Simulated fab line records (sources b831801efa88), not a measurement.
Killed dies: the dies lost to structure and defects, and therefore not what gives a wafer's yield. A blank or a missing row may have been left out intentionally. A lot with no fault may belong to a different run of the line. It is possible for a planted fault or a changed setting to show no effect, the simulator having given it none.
2 desks looking at one fault / flow gf180mcu / only its own numbers are on each desk; what lay behind them is given at the end

== THE METROLOGY DESK ==
What the gauges read, lot by lot, whatever tool the lot ran on: means of the sampled wafers that have a number. Any lot whose mean is over 4 standard deviations away from the usual mean is out of limits and marked OUT; that distance is given in the brackets.
Columns: A = V5_CVD_02_THK at GF_V5_THK_MEAS_03, usual 1453 nm; B = V5_W_THK at GF_V5_THK_MEAS_25, usual 345 nm; C = TOP_METAL_OVL at GF_TOP_METAL_OVL_MEAS_15, usual 0.7 nm
lot=L314; first seen here=day 26 10:06; A=1455; B=350; C=1.4
lot=L315; first seen here=day 26 17:25; A=1446; B=344; C=0.2
lot=L317; first seen here=day 27 12:59; A=1454; B=346; C=0.2
lot=L319; first seen here=day 27 22:59; A=1441; B=347; C=2.4
lot=L320; first seen here=day 28 12:23; A=1450; B=346; C=0.2
lot=L321; first seen here=day 28 15:20; A=1444; B=343; C=-1.2
lot=L322; first seen here=day 28 20:38; A=1483; B=351; C=2.1
lot=L323; first seen here=day 29 03:47; A=1453; B=340; C=-0.0
lot=L325; first seen here=day 29 22:11; A=1470; B=340; C=-0.5
lot=L326; first seen here=day 30 00:43; A=1456; B=339; C=0.7
lot=L329; first seen here=day 30 21:14; A=1443; B=347; C=0.9
lot=L332; first seen here=day 31 18:08; A=1447; B=349; C=3.1
lot=L334; first seen here=day 32 05:42; A=1465; B=345; C=1.5
lot=L336; first seen here=day 32 23:50; A=1454; B=335; C=-1.1
This desk found nothing out of limits on any of the 14 lots.

== AT THE TOOL OWNER'S DESK: plasmaAsher-01 ==
The tool's own readings at GF_PSD_STRIP_10 (strips in O2/N2): means of the sampled wafers that have a number, for each lot that ran on this tool. Any lot whose mean is over 4 standard deviations away from the usual mean is out of limits and marked OUT; that distance is given in the brackets.
Columns: A = drypumpMotorCurrentA at GF_PSD_STRIP_10, usual 5.8 A; B = heaterPowerW at GF_PSD_STRIP_10, usual 312 W; C = oesProductAu at GF_PSD_STRIP_10, usual 0.592 a.u.; D = platenTempC at GF_PSD_STRIP_10, usual 250.01 C; E = stripTimeToEndpointS at GF_PSD_STRIP_10, usual 16.53 s
lot=L317; first seen here=day 15 11:44; A=5.2; B=296; C=0.593; D=250.04; E=16.48
lot=L320; first seen here=day 16 13:08; A=5.2; B=294; C=0.592; D=249.85; E=16.55
lot=L325; first seen here=day 18 04:13; A=5.2; B=308; C=0.593; D=249.94; E=16.57
lot=L332; first seen here=day 20 17:44; A=5.3; B=294; C=0.592; D=249.84; E=16.51
lot=L334; first seen here=day 21 08:31; A=5.3; B=296; C=0.595; D=249.83; E=16.51
This desk found nothing out of limits on any of the 5 lots.

== BROUGHT TOGETHER ==
The metrology desk saw nothing out of limits.
Nothing out of limits was seen by the tool owner's desk.

== WHAT WAS PUT IN BY THE SIMULATOR ==
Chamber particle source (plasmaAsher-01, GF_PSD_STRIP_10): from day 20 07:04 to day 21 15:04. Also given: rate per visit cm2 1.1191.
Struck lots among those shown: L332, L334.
